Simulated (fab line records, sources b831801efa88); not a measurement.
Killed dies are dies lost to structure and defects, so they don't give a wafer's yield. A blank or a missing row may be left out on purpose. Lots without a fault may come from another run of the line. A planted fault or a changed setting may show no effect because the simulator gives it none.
A struck lot beside a sound one | flow gf180mcu | 27 steps out of a route of 602
Sound: wafers L394.1, L394.2, L394.5. Struck: wafers L380.1, L380.2, L380.4. The cause comes at the end.
At each step with rows: each side's tool, then ch and its chambers, then its first start. Under that, the readings that differ: sound wafers | struck wafers | difference of the means | sigmas: that difference in standard deviations of wafers without a fault.
alike: readings whose means differ by less than 2 such deviations, and words and numbers that are the same on both sides. not compared: withheld readings, readings that some wafer has no value for, bounds like >300 that may hide the same value, and numbers for which the record gives no deviation and whose values overlap.
The two part at a step that has a row with sigmas, a row that says differs or no value, or rows on one side only. Numbers that don't overlap but have no deviation are shown without sigmas and don't part them. A reading that every wafer of one side lacks parts them only if that side has two wafers or more.

GF_NWELL_STRIP_10: strips in O2/N2.
  sound on plasma_asher-01 ch 0,1, day 7 04:38; struck on plasma_asher-01 ch 0,1, day 4 02:40
  alike: chamber_pressure_mTorr, drypump_motor_current_A, heater_power_w, oes_product_au, strip_time_to_endpoint_s
  not compared: rf_hours_counter_h
GF_NWELL_TW_MEAS_11:
  sound on film_metro-03, day 7 04:44; struck on film_metro-03, day 4 02:46
  alike: NWELL_TW
then, 7 steps without rows for these wafers: GF_LVPWELL_DEHYDRATE_00 (time 60 s); GF_LVPWELL_HMDS_01 (prime time 60 s); GF_LVPWELL_COAT_02 (resist thk 3000 nm); GF_LVPWELL_SOFTBAKE_03; GF_LVPWELL_EXPOSE_04 (exposes mask LVPWELL, target cd 600 nm); GF_LVPWELL_PEB_05; GF_LVPWELL_DEVELOP_06 (develop time 60 s).
GF_LVPWELL_OVL_MEAS_07:
  sound on overlay-01, day 7 20:05; struck on overlay-01, day 4 16:32
  alike: LVPWELL_OVL
then, 2 steps without rows for these wafers: GF_LVPWELL_IMPLANT_08; GF_LVPWELL_IMPLANT_09.
GF_LVPWELL_STRIP_10: strips in O2/N2.
  sound on plasma_asher-03 ch 0,1, day 7 20:25; struck on plasma_asher-04 ch 0,1, day 4 16:53
  no value came back on the struck wafers for any of 5 readings (chamber_pressure_mTorr (mTorr), drypump_motor_current_A (A) and others); on the sound wafers chamber_pressure_mTorr (mTorr) reads 1500.0 1497.0 1500.0
  reading                                   | sound | struck         | difference | sigmas
  model.coat_of_LVPWELL_COAT_02.thk_nm (nm) | 0 0 0 | 3005 3006 3006 | +3006      |
  not compared: rf_hours_counter_h
GF_LVPWELL_TW_MEAS_11:
  sound on film_metro-04, day 7 20:31; struck on film_metro-02, day 4 16:59
  alike: LVPWELL_TW
then, 7 steps without rows for these wafers: GF_MVSD_DEHYDRATE_00 (time 60 s); GF_MVSD_HMDS_01 (prime time 60 s); GF_MVSD_COAT_02 (resist thk 3000 nm); GF_MVSD_SOFTBAKE_03; GF_MVSD_EXPOSE_04 (exposes mask MVSD, target cd 1000 nm); GF_MVSD_PEB_05; GF_MVSD_DEVELOP_06 (develop time 60 s).
GF_MVSD_OVL_MEAS_07:
  sound on overlay-01, day 8 12:11; struck on overlay-01, day 5 07:34
  alike: MVSD_OVL
then, 2 steps without rows for these wafers: GF_MVSD_IMPLANT_08; GF_MVSD_IMPLANT_09.
GF_MVSD_STRIP_10: strips in O2/N2.
  sound on plasma_asher-04 ch 0,1, day 8 12:31; struck on plasma_asher-04 ch 0,1, day 5 07:54
  reading                      | sound             | struck            | difference | sigmas
  oes_product_au (a.u.)        | 0.722 0.719 0.717 | 0.741 0.744 0.746 | +0.024     | +6
  strip_time_to_endpoint_s (s) | 37.07 37.05 37.05 | 81.39 81.35 81.37 | +44.31     | +99 or more
  alike: chamber_pressure_mTorr, drypump_motor_current_A, heater_power_w
  not compared: rf_hours_counter_h
GF_MVSD_TW_MEAS_11:
  sound on film_metro-04, day 8 12:37; struck on film_metro-02, day 5 08:13
  reading | sound          | struck   | difference | sigmas
  MVSD_TW | 1617 1618 1622 | 31 31 31 | -1588      | -48
  not compared: hold
then, 1 step without rows for these wafers: GF_PASSIVATION_PROBE_99.

WHERE THEY PART
First at GF_LVPWELL_STRIP_10; last, within this record, at GF_MVSD_TW_MEAS_11.

WHY: what the simulator had put in
Skipped step whole: plasma_asher-04, from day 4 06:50 on, at GF_LVPWELL_STRIP_10. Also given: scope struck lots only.
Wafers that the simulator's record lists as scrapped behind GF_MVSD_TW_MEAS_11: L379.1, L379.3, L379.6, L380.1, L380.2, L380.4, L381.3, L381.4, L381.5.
